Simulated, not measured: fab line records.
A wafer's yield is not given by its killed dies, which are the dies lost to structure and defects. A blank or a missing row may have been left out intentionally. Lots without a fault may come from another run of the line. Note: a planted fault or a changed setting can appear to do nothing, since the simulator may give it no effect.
Chamber matching	flow sky130	SKY_LI_CONTACT_CMP_24 on cmp-02: 4 sister chambers
The step polishes, stops on PSG, t overpolish 20 s, target thk 0 nm. 4 wafers are shown with their chamber, then 8 later ones without.

WAFERS PAIRED WITH THEIR CHAMBERS
wafer	chamber	motor_current_A (A)
L839.4	2	14.2
L844.3	3	12.0
L844.6	1	12.2
L845.3	0	11.6

WAFERS WITHOUT THEIR CHAMBER
wafer	motor_current_A (A)
L845.5	14.0
L845.6	12.9
L847.1	12.8
L847.2	12.1
L847.4	12.2
L851.3	12.1
L851.4	13.9
L851.5	13.7

WHICH CHAMBER EACH WENT THROUGH
wafer	from the rows above	in truth
L845.5	2	2
L845.6	can't be placed: 1 or 3 or 2 or 0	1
L847.1	can't be placed: 1 or 3 or 0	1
L847.2	can't be placed: 1 or 3 or 0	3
L847.4	can't be placed: 1 or 3 or 0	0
L851.3	can't be placed: 1 or 3 or 0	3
L851.4	2	2
L851.5	2	2
Correctly placed: 3 of 8. Cannot be placed on the basis of these rows: 5; the candidates contain the true chamber in 5. Wrongly placed: 0.
How it was worked out, from the rows above alone: a wafer's distance from a chamber is the root of the sum, over the readings, of the square of ((its reading less the chamber's mean) divided by the reading's scatter). If the next closest chamber is less than 2 further off than the closest, the wafer can't be placed; otherwise it belongs to the closest. For every chamber, the mean is computed from those of its wafers that are shown. The scatter: with one shown wafer a chamber, the root of the mean of the squares of how far each hidden wafer lies from its nearest shown one.
